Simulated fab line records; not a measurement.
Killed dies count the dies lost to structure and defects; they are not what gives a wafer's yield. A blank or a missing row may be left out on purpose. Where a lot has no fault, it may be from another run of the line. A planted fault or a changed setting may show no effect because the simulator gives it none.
fab line records ; flow sky130
[record] lots = 6; wafers = 18; last-day = 50
route steps=708 shown SONOS_ONO@186 GATE_OXIDE@187 POLY_GATE@204 RES_PROTECT@206 PAD_OPEN@708
lots that met no fault: from a run of the same line without faults
start-h: hours from the record's opening day to when the first of the lot's shown wafers began ; wait-h: hours since the lot's step before ; " repeats the value in the row above ; L1.1+2: a single row standing in for several wafers ; - no value, or no start was given ; * or withheld: withheld ; < > ~ a bound
route shown NAME@n: names a module that has steps shown in the file, with the first one's number in the route ; usual: average and standard deviation across the fault-free wafers ; same: alike in all rows ; chamber/n: place in a boat ; sites: each site's reading ; _std_site: how widely they spread, as a standard deviation ; _edge_site: the outer-site mean with the inner-site mean subtracted ; radius-mm: for every site, how far away it sits from the centre of the wafer ; mask NAME#n: copy n ; behind: the tool/chamber that last shaped the wafer ; hold: the reason the lot was held/the length of the hold in hours/how it ended ; device: transistor that didn't switch, given as n, p or np ; end of line: the tests these same wafers got at the end of their route ; a step given without rows: its recipe and nothing more ; killed: not the wafer's yield, but the dies lost to structure and defects at the first sort ; map: a wafer's dies, x killed, . not, _ none there
set.NAME: the setting the step ran with; set.NAME@STEP: the setting that earlier step ran with ; model.NAME: the simulator's own value behind a step, which no gauge read
certain route steps with their lots: each step a table, each wafer a row
services: when a tool's chamber went out of use (start-h, in hours from the record's first day, below 0 if earlier), for how many hours, and the reason
[[steps]]
[step SKY_SONOS_ONO_WET_ETCH_18]
[recipe] chemistry = H3PO4; target-depth-nm = 15; target = Si3N4; temp-c = 160; time-s = 172
[step SKY_GATE_OXIDE_CLEAN_00]
[recipe] chemistry = SC1/SC2; mix = 1:4:20; temp-c = 70; time-s = 150; dry = n2-spin
[step SKY_GATE_OXIDE_OXIDATION_01]
[recipe] temp-c = 900; ambient = O2; stabilise-s = 600; purge-s = 300; target-thk-a = 102.68; ox-time-s = 1473
[step SKY_GATE_OXIDE_THK_MEAS_02]
[recipe] reads = SiO2_of_GATE_OXIDE_OXIDATION_01
[usual] GATE_OXIDE_OXIDATION_00_THK = 10.32/0.21
lot.wafer;tool;chamber;start-h;wait-h;GATE_OXIDE_OXIDATION_00_THK[nm]
L539.3;film-metro-04;-;275.75;0.0;10.31
L539.4;film-metro-04;-;275.75;0.0;10.38
L539.5;film-metro-04;-;275.75;0.0;10.24
L542.1;film-metro-03;-;306.48;0.0;10.43
L542.2;film-metro-03;-;306.48;0.0;10.35
L542.6;film-metro-03;-;306.48;0.0;10.31
L550.1;film-metro-03;-;373.80;0.0;10.33
L550.5;film-metro-03;-;373.80;0.0;10.40
L550.6;film-metro-03;-;373.80;0.0;10.33
L552.1;film-metro-03;-;389.66;0.0;10.38
L552.4;film-metro-03;-;389.66;0.0;10.37
L552.6;film-metro-03;-;389.66;0.0;10.38
L561.2;film-metro-04;-;471.46;0.0;10.18
L561.4;film-metro-04;-;471.46;0.0;10.19
L561.6;film-metro-04;-;471.46;0.0;10.17
L562.1;film-metro-02;-;479.00;0.0;10.60
L562.4;film-metro-02;-;479.00;0.0;10.57
L562.6;film-metro-02;-;479.00;0.0;10.82
[step SKY_GATE_OXIDE_DEHYDRATE_03]
[recipe] temp-c = 200; time-s = 60
[step SKY_GATE_OXIDE_HMDS_04]
[recipe] prime-time-s = 60; prime-temp-c = 120
[step SKY_GATE_OXIDE_COAT_05]
[recipe] resist = NOVOLAK; spin-rpm = 3000; resist-thk-nm = 1140
[step SKY_GATE_OXIDE_SOFTBAKE_06]
[recipe] temp-c = 90; time-s = 60; resist = NOVOLAK
[step SKY_GATE_OXIDE_EXPOSE_07]
[recipe] mask-id = LVOM; na = 0.6; source-shape = conventional; sigma-outer = 0.6; polarization = unpolarized; target-cd-nm = 600; dose-mj = 170
[step SKY_GATE_OXIDE_PEB_08]
[recipe] temp-c = withheld; time-s = *; resist = NOVOLAK
[step SKY_GATE_OXIDE_DEVELOP_09]
[recipe] resist = NOVOLAK; developer = TMAH; develop-time-s = 60; dev-temp-c = 23
[step SKY_GATE_OXIDE_OVL_MEAS_10]
[usual] GATE_OXIDE_OVL = 0.7/1.3
lot.wafer;tool;chamber;start-h;wait-h;GATE_OXIDE_OVL[nm]
L539.3;overlay-02;-;301.09;0.1;-0.8
L539.4;overlay-02;-;301.09;0.1;0.7
L539.5;overlay-02;-;301.09;0.1;0.1
L542.1;overlay-01;-;332.77;0.1;0.1
L542.2;overlay-01;-;332.77;0.1;0.0
L542.6;overlay-01;-;332.77;0.1;-0.7
L550.1;overlay-01;-;402.16;0.1;1.5
L550.5;overlay-01;-;402.16;0.1;4.5
L550.6;overlay-01;-;402.16;0.1;1.4
L552.1;overlay-01;-;418.88;0.1;-0.3
L552.4;overlay-01;-;418.88;0.1;1.8
L552.6;overlay-01;-;418.88;0.1;0.5
L561.2;overlay-01;-;501.22;0.1;2.2
L561.4;overlay-01;-;501.22;0.1;1.0
L561.6;overlay-01;-;501.22;0.1;2.6
L562.1;overlay-01;-;509.77;0.1;1.7
L562.4;overlay-01;-;509.77;0.1;1.6
L562.6;overlay-01;-;509.77;0.1;2.8
[step SKY_GATE_OXIDE_IMPLANT_11]
[recipe] species = B; energy-kev = 10; dose-cm2 = 2.6e+12; tilt-deg = withheld
lot.wafer;tool;chamber;start-h;wait-h
L539.3+4+5;implanter-02;0;301.16;0.1
L542.1+2+6;implanter-04;0;332.81;0.0
L550.1+5+6;implanter-02;0;402.20;0.0
L552.1+4+6;implanter-02;0;418.92;0.0
L561.2+4+6;implanter-02;0;501.27;0.0
L562.1+4+6;implanter-02;0;509.81;0.0
[step SKY_GATE_OXIDE_WET_ETCH_12]
[recipe] chemistry = dHF; target-depth-nm = 16.8; dry = n2-spin; target = SiO2; dilution = 100:1; temp-c = 25; time-s = 336
[step SKY_GATE_OXIDE_STRIP_13]
[recipe] chemistry = O2/N2; power-w = 1400; pressure-mtorr = 1500; platen-temp-c = withheld; o2-flow-sccm = 3000; n2-flow-sccm = 300; overash-fraction = 0.5
[usual] drypump-motor-current-A = 6.0/0.79; oes-product-au = 0.715/0.0046; strip-time-to-endpoint-s = 14.19/0.046
lot.wafer;tool;chamber;start-h;wait-h;drypump-motor-current-A;oes-product-au;rf-hours-counter-h;strip-time-to-endpoint-s
L539.3;plasma-asher-03;0;301.40;0.0;6.5;0.710;-;14.29
L539.4;plasma-asher-03;1;301.40;0.0;6.7;0.720;-;14.25
L539.5;plasma-asher-03;1;301.40;0.0;6.7;0.718;-;14.23
L542.1;plasma-asher-04;0;333.07;0.0;6.4;0.725;21;14.20
L542.2;plasma-asher-04;1;333.07;0.0;4.7;0.712;21;14.20
L542.6;plasma-asher-04;0;333.07;0.0;6.3;0.722;-;14.16
L550.1;plasma-asher-03;0;402.45;0.0;6.4;0.718;70;14.28
L550.5;plasma-asher-03;1;402.45;0.0;6.7;0.719;-;14.21
L550.6;plasma-asher-03;0;402.45;0.0;6.5;0.721;-;14.26
L552.1;plasma-asher-03;1;419.17;0.0;6.7;0.717;72;14.23
L552.4;plasma-asher-03;1;419.17;0.0;6.7;0.710;-;14.21
L552.6;plasma-asher-03;1;419.17;0.0;6.7;0.716;-;14.19
L561.2;plasma-asher-02;1;501.52;0.0;5.1;0.710;70;14.20
L561.4;plasma-asher-02;1;501.52;0.0;5.1;0.720;-;14.27
L561.6;plasma-asher-02;1;501.52;0.0;5.1;0.719;-;14.22
L562.1;plasma-asher-04;0;510.07;0.0;6.4;0.727;38;14.21
L562.4;plasma-asher-04;1;510.07;0.0;4.8;0.715;-;14.18
L562.6;plasma-asher-04;0;510.07;0.0;6.4;0.711;-;14.22
[step SKY_GATE_OXIDE_TW_MEAS_14]
[usual] GATE_OXIDE_TW = 223.8/1.2
lot.wafer;tool;chamber;start-h;wait-h;GATE_OXIDE_TW
L539.3;film-metro-02;-;301.48;0.1;222.0
L539.4;film-metro-02;-;301.48;0.1;222.0
L539.5;film-metro-02;-;301.48;0.1;222.7
L542.1;film-metro-04;-;333.17;0.1;223.6
L542.2;film-metro-04;-;333.17;0.1;223.7
L542.6;film-metro-04;-;333.17;0.1;223.9
L550.1;film-metro-04;-;402.55;0.1;225.8
L550.5;film-metro-04;-;402.55;0.1;224.1
L550.6;film-metro-04;-;402.55;0.1;224.3
L552.1;film-metro-04;-;419.27;0.1;225.0
L552.4;film-metro-04;-;419.27;0.1;224.9
L552.6;film-metro-04;-;419.27;0.1;223.5
L561.2;film-metro-02;-;501.63;0.1;223.3
L561.4;film-metro-02;-;501.63;0.1;222.1
L561.6;film-metro-02;-;501.63;0.1;221.7
L562.1;film-metro-03;-;510.17;0.1;221.5
L562.4;film-metro-03;-;510.17;0.1;221.4
L562.6;film-metro-03;-;510.17;0.1;221.2
[step SKY_GATE_OXIDE_CLEAN_15]
[recipe] chemistry = SC1/SC2; mix = 1:4:20; temp-c = 70; time-s = 150; dry = n2-spin
[step SKY_GATE_OXIDE_OXIDATION_16]
[recipe] temp-c = 800; ambient = O2; idle-temp-c = 700; ramp-up-c-per-min = 10; ramp-down-c-per-min = 3; stabilise-s = 600; purge-s = 300; target-thk-a = 35.7; ox-time-s = 1915
[step SKY_POLY_GATE_CVD_00]
[recipe] material = poly-Si; target-thk-nm = 180; temp-c = 620; time-s = 720; pressure-mtorr = 200
[step SKY_POLY_GATE_THK_MEAS_01]
[recipe] reads = poly-Si_of_POLY_GATE_CVD_00
[usual] POLY_GATE_CVD_00_THK = 179.7/1.8
lot.wafer;tool;chamber;start-h;wait-h;POLY_GATE_CVD_00_THK[nm]
L539.3;film-metro-01;-;306.18;0.0;178.7
L539.4;film-metro-01;-;306.18;0.0;179.5
L539.5;film-metro-01;-;306.18;0.0;178.5
L542.1;film-metro-01;-;337.21;0.0;179.1
L542.2;film-metro-01;-;337.21;0.0;176.2
L542.6;film-metro-01;-;337.21;0.0;176.3
L550.1;film-metro-04;-;406.89;0.0;178.4
L550.5;film-metro-04;-;406.89;0.0;178.5
L550.6;film-metro-04;-;406.89;0.0;178.7
L552.1;film-metro-04;-;424.27;0.0;178.7
L552.4;film-metro-04;-;424.27;0.0;181.1
L552.6;film-metro-04;-;424.27;0.0;179.6
L561.2;film-metro-03;-;504.48;0.0;181.3
L561.4;film-metro-03;-;504.48;0.0;183.0
L561.6;film-metro-03;-;504.48;0.0;182.8
L562.1;film-metro-01;-;513.01;0.0;180.6
L562.4;film-metro-01;-;513.01;0.0;180.9
L562.6;film-metro-01;-;513.01;0.0;181.0
[step SKY_RES_PROTECT_DEHYDRATE_00]
[recipe] temp-c = 200; time-s = 60
[step SKY_RES_PROTECT_HMDS_01]
[recipe] prime-time-s = 60; prime-temp-c = 120
[step SKY_RES_PROTECT_COAT_02]
[recipe] resist = NOVOLAK; spin-rpm = 3000; resist-thk-nm = 1140
[step SKY_RES_PROTECT_SOFTBAKE_03]
[recipe] temp-c = 90; time-s = 60; resist = NOVOLAK
[step SKY_RES_PROTECT_EXPOSE_04]
[recipe] mask-id = RPM; na = 0.6; source-shape = conventional; sigma-outer = 0.6; polarization = unpolarized; target-cd-nm = 1270; dose-mj = 131
[step SKY_RES_PROTECT_PEB_05]
[recipe] temp-c = withheld; time-s = *; resist = NOVOLAK
[step SKY_RES_PROTECT_DEVELOP_06]
[recipe] resist = NOVOLAK; developer = TMAH; develop-time-s = 60; dev-temp-c = 23
[step SKY_POLY_GATE_IMPLANT_02]
[recipe] species = P; energy-kev = 30; dose-cm2 = 7.7e+15; tilt-deg = 0
[step SKY_RES_PROTECT_STRIP_07]
[recipe] chemistry = O2/N2; power-w = 1400; pressure-mtorr = 1500; platen-temp-c = withheld; o2-flow-sccm = 3000; n2-flow-sccm = 300; overash-fraction = 0.5
[usual] drypump-motor-current-A = 6.1/0.72; oes-product-au = 0.517/0.0047; strip-time-to-endpoint-s = 23.32/0.041
lot.wafer;tool;chamber;start-h;wait-h;drypump-motor-current-A;oes-product-au;rf-hours-counter-h;strip-time-to-endpoint-s
L539.3;plasma-asher-04;0;332.57;0.1;6.4;0.517;-;23.30
L539.4;plasma-asher-04;1;332.57;0.1;4.7;0.516;-;23.38
L539.5;plasma-asher-04;1;332.57;0.1;4.8;0.511;-;23.36
L542.1;plasma-asher-01;0;363.74;0.1;5.9;0.510;67;23.31
L542.2;plasma-asher-01;1;363.74;0.1;6.7;0.520;67;23.27
L542.6;plasma-asher-01;0;363.74;0.1;5.9;0.512;-;23.26
L550.1;plasma-asher-04;0;437.04;0.2;6.4;0.514;32;23.32
L550.5;plasma-asher-04;1;437.04;0.2;4.8;0.513;-;23.33
L550.6;plasma-asher-04;0;437.04;0.2;6.4;0.517;-;23.29
L552.1;plasma-asher-04;0;454.81;0.1;6.4;0.518;33;23.25
L552.4;plasma-asher-04;1;454.81;0.1;4.7;0.513;-;23.26
L552.6;plasma-asher-04;0;454.81;0.1;6.3;0.515;-;23.26
L561.2;plasma-asher-01;1;534.88;0.1;6.7;0.518;11;23.30
L561.4;plasma-asher-01;0;534.88;0.1;5.9;0.522;-;23.25
L561.6;plasma-asher-01;0;534.88;0.1;5.9;0.515;-;23.29
L562.1;plasma-asher-04;0;543.88;0.1;6.3;0.525;41;23.28
L562.4;plasma-asher-04;0;543.88;0.1;6.3;0.516;-;23.32
L562.6;plasma-asher-04;1;543.88;0.1;4.7;0.520;-;23.29
[step SKY_RES_PROTECT_TW_MEAS_08]
[usual] POLY_GATE_TW = 4052/30
lot.wafer;tool;chamber;start-h;wait-h;POLY_GATE_TW
L539.3;film-metro-04;-;332.66;0.1;4024
L539.4;film-metro-04;-;332.66;0.1;4050
L539.5;film-metro-04;-;332.66;0.1;4020
L542.1;film-metro-04;-;363.84;0.1;4045
L542.2;film-metro-04;-;363.84;0.1;4017
L542.6;film-metro-04;-;363.84;0.1;4025
L550.1;film-metro-01;-;437.14;0.1;4070
L550.5;film-metro-01;-;437.14;0.1;4048
L550.6;film-metro-01;-;437.14;0.1;4091
L552.1;film-metro-04;-;454.91;0.1;4052
L552.4;film-metro-04;-;454.91;0.1;4028
L552.6;film-metro-04;-;454.91;0.1;4003
L561.2;film-metro-04;-;534.99;0.1;4045
L561.4;film-metro-04;-;534.99;0.1;4032
L561.6;film-metro-04;-;534.99;0.1;4052
L562.1;film-metro-01;-;543.98;0.1;4107
L562.4;film-metro-01;-;543.98;0.1;4106
L562.6;film-metro-01;-;543.98;0.1;4109
[step SKY_RES_PROTECT_CLEAN_09]
[recipe] chemistry = SC1/SC2; mix = 1:4:20; temp-c = 70; time-s = 150; dry = n2-spin
[step SKY_POLY_GATE_CVD_03]
[recipe] material = Si3N4; precursor = DCS/NH3; target-thk-nm = 75; temp-c = 770; time-s = 1290; pressure-mtorr = 250
[step SKY_POLY_GATE_THK_MEAS_04]
[recipe] reads = Si3N4_of_POLY_GATE_CVD_03
[usual] POLY_GATE_CVD_03_THK = 75.1/0.73
lot.wafer;tool;chamber;start-h;wait-h;POLY_GATE_CVD_03_THK[nm]
L539.3;film-metro-04;-;336.74;0.0;76.4
L539.4;film-metro-04;-;336.74;0.0;75.9
L539.5;film-metro-04;-;336.74;0.0;76.1
L542.1;film-metro-04;-;366.23;0.0;75.3
L542.2;film-metro-04;-;366.23;0.0;75.8
L542.6;film-metro-04;-;366.23;0.0;75.5
L550.1;film-metro-04;-;438.61;0.0;74.9
L550.5;film-metro-04;-;438.61;0.0;75.7
L550.6;film-metro-04;-;438.61;0.0;74.7
L552.1;film-metro-03;-;456.38;0.0;73.1
L552.4;film-metro-03;-;456.38;0.0;73.8
L552.6;film-metro-03;-;456.38;0.0;73.3
L561.2;film-metro-01;-;537.06;0.0;74.8
L561.4;film-metro-01;-;537.06;0.0;74.8
L561.6;film-metro-01;-;537.06;0.0;75.2
L562.1;film-metro-01;-;546.66;0.0;73.5
L562.4;film-metro-01;-;546.66;0.0;74.2
L562.6;film-metro-01;-;546.66;0.0;74.3
[step SKY_POLY_GATE_DEHYDRATE_05]
[recipe] temp-c = 200; time-s = 60
[step SKY_POLY_GATE_HMDS_06]
[recipe] prime-time-s = 60; prime-temp-c = 120
[step SKY_POLY_GATE_COAT_07]
[recipe] resist = BARC; temp-c = withheld; time-s = withheld; spin-rpm = 3000; resist-thk-nm = 110
[step SKY_POLY_GATE_COAT_08]
[recipe] resist = KrF-thick; spin-rpm = 3000; resist-thk-nm = 450
[step SKY_POLY_GATE_SOFTBAKE_09]
[recipe] temp-c = 100; time-s = 90; resist = KrF-thick
[step SKY_POLY_GATE_EXPOSE_10]
[recipe] mask-id = P1M; na = 0.68; source-shape = conventional; sigma-outer = 0.6; target-cd-nm = 150; dose-mj = 28
[step SKY_POLY_GATE_PEB_11]
[recipe] peb-temp-c = withheld; peb-time-s = withheld; resist = KrF-thick
[step SKY_POLY_GATE_DEVELOP_12]
[recipe] develop-time-s = 60; resist = KrF-thick; dev-temp-c = 21
[step SKY_POLY_GATE_CD_MEAS_13]
[recipe] target-cd-nm = 150
[usual] cd-nm = 150.2/1.4
lot.wafer;tool;chamber;start-h;wait-h;cd-nm
L539.3;cd-sem-01;-;364.01;-;149.7
L539.4;cd-sem-01;-;364.01;-;148.9
L539.5;cd-sem-01;-;364.01;-;150.9
L542.1;cd-sem-02;-;394.69;-;151.1
L542.2;cd-sem-02;-;394.69;-;151.0
L542.6;cd-sem-02;-;394.69;-;150.7
L550.1;cd-sem-01;-;469.46;-;152.6
L550.5;cd-sem-01;-;469.46;-;150.0
L550.6;cd-sem-01;-;469.46;-;151.1
L552.1;cd-sem-02;-;486.71;-;149.3
L552.4;cd-sem-02;-;486.71;-;149.0
L552.6;cd-sem-02;-;486.71;-;150.9
L561.2;cd-sem-01;-;567.66;-;152.8
L561.4;cd-sem-01;-;567.66;-;152.1
L561.6;cd-sem-01;-;567.66;-;151.7
L562.1;cd-sem-01;-;577.31;-;149.4
L562.4;cd-sem-01;-;577.31;-;151.1
L562.6;cd-sem-01;-;577.31;-;151.2
[step SKY_PAD_OPEN_PROBE_99]
[usual] killed_at_M0_to_M3 = 42/7; killed_at_M4_up = 2.8/1.8; killed-at-contacts = 24/5.8; killed-at-front-end = 15/4.8; killed-at-other = 0.3/0.56; killed-dies = 84/11; killed-open = 46/7.8; killed-short = 38/6.3
[same] gross-dies = 492; killed-at-back-side = 0
lot.wafer;tool;chamber;start-h;wait-h;killed_at_M0_to_M3;killed_at_M4_up;killed-at-contacts;killed-at-front-end;killed-at-other;killed-dies;killed-open;killed-short;model.etest.tip-p.rs-ohm-sq-range;model.etest.nfet_01v8.drive-ua-um-range;model.etest.pfet_01v8.drive-ua-um-range;model.etest.pfet_01v8_lvt.vt-v-range;model.etest.pfet_01v8.vt-v-range;model.etest.nfet_01v8.vt-v-range
L539.3;prober-01;-;1074.45;0.2;51;3;21;17;0;92;53;39;292.6;7.546;12.06;0.01411;0.01814;0.01566
L539.4;prober-01;-;1074.50;0.2;33;0;18;13;1;65;36;29;223.9;9.665;8.424;0.01543;0.02099;0.01753
L539.5;prober-01;-;1074.55;0.2;35;1;30;9;0;75;35;40;196.5;6.536;4.713;0.01591;0.01447;0.01232
L542.1;prober-02;-;1096.35;0.1;44;5;26;7;0;82;49;33;276.6;5.55;5.961;0.009208;0.01595;0.01907
L542.2;prober-02;-;1096.40;0.1;46;3;27;10;0;86;49;37;208.1;7.941;7.357;0.007813;0.00877;0.008419
L542.6;prober-02;-;1096.60;0.2;50;7;22;12;0;91;51;40;128.1;9.855;5.83;0.008276;0.01147;0.01462
L550.1;prober-02;-;1145.54;0.1;49;1;24;21;1;96;52;44;251.1;9.025;8.401;0.0111;0.01848;0.01029
L550.5;prober-02;-;1145.74;0.2;50;2;26;16;1;95;50;44;256.7;4.884;13.2;0.008546;0.0189;0.01189
L550.6;prober-02;-;1145.79;0.2;47;2;24;16;0;89;54;35;205.2;7.877;9.553;0.01242;0.02334;0.01072
L552.1;prober-02;-;1151.26;0.1;37;1;15;20;1;74;36;36;153.5;9.759;5.56;0.01258;0.01417;0.01111
L552.4;prober-02;-;1151.41;0.2;34;2;18;16;0;70;34;35;151.2;6.271;8.193;0.01291;0.01127;0.006123
L552.6;prober-02;-;1151.51;0.2;42;6;32;17;1;98;51;47;176.6;5.976;10.09;0.01372;0.01255;0.004936
L561.2;prober-01;-;1201.65;0.1;38;1;28;6;2;75;45;28;305.2;28.15;20.51;0.229;0.08176;0.02739
L561.4;prober-01;-;1201.75;0.2;29;2;21;10;1;63;30;32;332.1;26.7;16.02;0.225;0.08997;0.02915
L561.6;prober-01;-;1201.85;0.2;47;0;24;12;0;83;46;37;271.4;27.49;16.33;0.2255;0.09001;0.03253
L562.1;prober-02;-;1203.40;0.1;33;4;35;10;0;82;42;40;292.7;32.52;18.56;0.2201;0.0813;0.03097
L562.4;prober-02;-;1203.55;0.2;29;0;21;6;0;56;33;23;338.4;23.33;20.46;0.2215;0.08952;0.02628
L562.6;prober-02;-;1203.65;0.2;38;5;24;6;0;73;34;39;248.2;33.04;16.41;0.2183;0.08289;0.02874
// killed by level:class
L539.3 VIA1:geometric-particle:open=14 VIA1:geometric-particle:short=8 METAL2:geometric-particle:short=8 VIA3:geometric-particle:open=7 LI_CONTACT:geometric-particle:open=6 FIELD_ISO:geometric-particle:short=5 LOCAL_INTERCONNECT:geometric-particle:short=5 CONTACT:geometric-particle:open=5
L539.4 VIA1:geometric-particle:open=9 VIA2:geometric-particle:open=6 FIELD_ISO:geometric-particle:short=5 LI_CONTACT:geometric-particle:open=5 CONTACT:geometric-particle:open=5 VIA1:geometric-particle:short=5 LOCAL_INTERCONNECT:geometric-particle:short=4 FIELD_ISO:geometric-particle:open=3
L539.5 LI_CONTACT:geometric-particle:open=9 METAL2:geometric-particle:short=9 CONTACT:geometric-particle:open=8 VIA1:geometric-particle:open=6 FIELD_ISO:geometric-particle:short=4 LI_CONTACT:geometric-particle:short=4 CONTACT:geometric-particle:short=4 VIA1:geometric-particle:short=4
L542.1 CONTACT:geometric-particle:open=13 VIA1:geometric-particle:open=11 VIA3:geometric-particle:open=7 LI_CONTACT:geometric-particle:open=5 METAL2:geometric-particle:short=5 VIA2:geometric-particle:open=5 LOCAL_INTERCONNECT:geometric-particle:short=4 METAL4:geometric-particle:short=4
L542.2 VIA3:geometric-particle:open=10 VIA1:geometric-particle:open=8 LOCAL_INTERCONNECT:geometric-particle:short=8 CONTACT:geometric-particle:open=8 METAL1:geometric-particle:short=7 VIA2:geometric-particle:open=7 CONTACT:geometric-particle:short=5 POLY_GATE:geometric-particle:open=3
L542.6 CONTACT:geometric-particle:open=12 VIA2:geometric-particle:open=11 VIA1:geometric-particle:open=7 VIA3:geometric-particle:open=7 METAL4:geometric-particle:short=7 METAL1:geometric-particle:short=6 LI_CONTACT:geometric-particle:open=5 METAL2:geometric-particle:short=5
L550.1 VIA1:geometric-particle:open=15 CONTACT:geometric-particle:open=12 VIA1:geometric-particle:short=7 VIA3:geometric-particle:open=6 FIELD_ISO:geometric-particle:open=5 POLY_GATE:geometric-particle:short=5 VIA2:geometric-particle:open=5 CONTACT:geometric-particle:short=5
L550.5 VIA1:geometric-particle:open=14 CONTACT:geometric-particle:open=10 VIA1:geometric-particle:short=9 LOCAL_INTERCONNECT:geometric-particle:short=8 VIA2:geometric-particle:open=7 LI_CONTACT:geometric-particle:open=5 METAL2:geometric-particle:short=5 VIA3:geometric-particle:open=5
L550.6 VIA1:geometric-particle:open=15 CONTACT:geometric-particle:open=9 FIELD_ISO:geometric-particle:open=7 LI_CONTACT:geometric-particle:open=7 VIA1:geometric-particle:short=7 CONTACT:geometric-particle:short=6 METAL1:geometric-particle:short=5 METAL3:geometric-particle:short=5
L552.1 VIA1:geometric-particle:open=10 LI_CONTACT:geometric-particle:short=6 POLY_GATE:geometric-particle:short=5 VIA3:geometric-particle:open=5 VIA2:geometric-particle:open=5 FIELD_ISO:geometric-particle:short=4 POLY_GATE:geometric-particle:open=4 VIA1:geometric-particle:short=4
L552.4 VIA1:geometric-particle:open=9 FIELD_ISO:geometric-particle:short=7 LI_CONTACT:geometric-particle:open=6 VIA1:geometric-particle:short=6 METAL2:geometric-particle:short=5 CONTACT:geometric-particle:open=4 CONTACT:geometric-particle:short=4 VIA3:geometric-particle:short=4
L552.6 VIA1:geometric-particle:open=17 CONTACT:geometric-particle:open=10 LI_CONTACT:geometric-particle:open=7 CONTACT:geometric-particle:short=7 METAL2:geometric-particle:short=7 POLY_GATE:geometric-particle:short=5 LOCAL_INTERCONNECT:geometric-particle:short=5 FIELD_ISO:geometric-particle:short=4
L561.2 VIA1:geometric-particle:open=12 LI_CONTACT:geometric-particle:open=9 CONTACT:geometric-particle:open=9 CONTACT:geometric-particle:short=5 METAL1:geometric-particle:short=4 METAL2:geometric-particle:short=4 VIA2:geometric-particle:open=4 VIA2:geometric-particle:short=4
L561.4 LI_CONTACT:geometric-particle:open=9 CONTACT:geometric-particle:open=7 METAL1:geometric-particle:short=5 VIA1:geometric-particle:open=5 VIA1:geometric-particle:short=4 METAL2:geometric-particle:short=4 VIA2:geometric-particle:short=4 CONTACT:geometric-particle:short=3
L561.6 VIA1:geometric-particle:open=9 CONTACT:geometric-particle:open=8 METAL1:geometric-particle:short=8 VIA3:geometric-particle:open=7 METAL2:geometric-particle:short=7 LI_CONTACT:geometric-particle:open=6 CONTACT:geometric-particle:short=5 VIA2:geometric-particle:open=5
L562.1 CONTACT:geometric-particle:open=11 LI_CONTACT:geometric-particle:open=9 VIA1:geometric-particle:open=7 VIA2:geometric-particle:open=6 METAL2:geometric-particle:short=6 LI_CONTACT:geometric-particle:short=5 CONTACT:geometric-particle:short=5 LOCAL_INTERCONNECT:geometric-particle:short=4
L562.4 LI_CONTACT:geometric-particle:open=8 VIA3:geometric-particle:open=5 CONTACT:geometric-particle:open=5 VIA2:geometric-particle:open=4 FIELD_ISO:geometric-particle:open=3 METAL2:geometric-particle:open=3 LOCAL_INTERCONNECT:geometric-particle:short=3 VIA1:geometric-particle:short=3
L562.6 CONTACT:geometric-particle:open=9 LI_CONTACT:geometric-particle:open=6 METAL2:geometric-particle:short=6 LI_CONTACT:geometric-particle:short=5 VIA2:geometric-particle:open=5 VIA1:geometric-particle:short=5 VIA1:geometric-particle:open=4 METAL1:geometric-particle:short=4
[[services]]
tool;chamber;start-h;hours;kind
plasma-asher-03;-;297.17;3.5;repair
implanter-02;-;305.57;2.5;repair
plasma-asher-01;-;368.29;1.4;repair
plasma-asher-01;-;406.05;2.1;repair
plasma-asher-01;-;421.25;9.0;pm
plasma-asher-01;0;421.25;9.0;vent-cycle
plasma-asher-01;1;421.25;9.0;vent-cycle
plasma-asher-01;0;430.25;-;clean
plasma-asher-01;1;430.25;-;clean
plasma-asher-04;-;443.65;4.9;repair
plasma-asher-04;-;479.68;7.1;repair
plasma-asher-02;-;517.88;1.7;repair
implanter-04;-;526.79;5.7;repair
[[key]]
[first-sign] step = SKY_GATE_OXIDE_TW_MEAS_14; reading = GATE_OXIDE_TW; direction = down; sigmas = 1.6; usual = 223.8; struck = 221.9
effect none on later readings
[model-effect] step = SKY_PAD_OPEN_PROBE_99; value = etest.tip-p.rs-ohm-sq-range; without = 185.3; struck = 298
met-at SKY_GATE_OXIDE_IMPLANT_11
struck-wafers L561.2,L561.4,L561.6,L562.1,L562.4,L562.6
tester-left-out L561,L562
onset-between 418.92 501.27
also-fits time
[fault] kind = process-parameter-drift; tool = implanter-02; chamber = -; onset-h = 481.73; steps = SKY_GATE_OXIDE_IMPLANT_11; channel = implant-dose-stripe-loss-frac; offset = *; shape = step; end-h = 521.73
// tester-left-out: of these lots the tester's yield and bins aren't shown, on N5 and GAA mostly nor the transistor test; their killed dies are dies lost to structure and defects alone, not to doping, threshold or leakage, so they don't give the yield
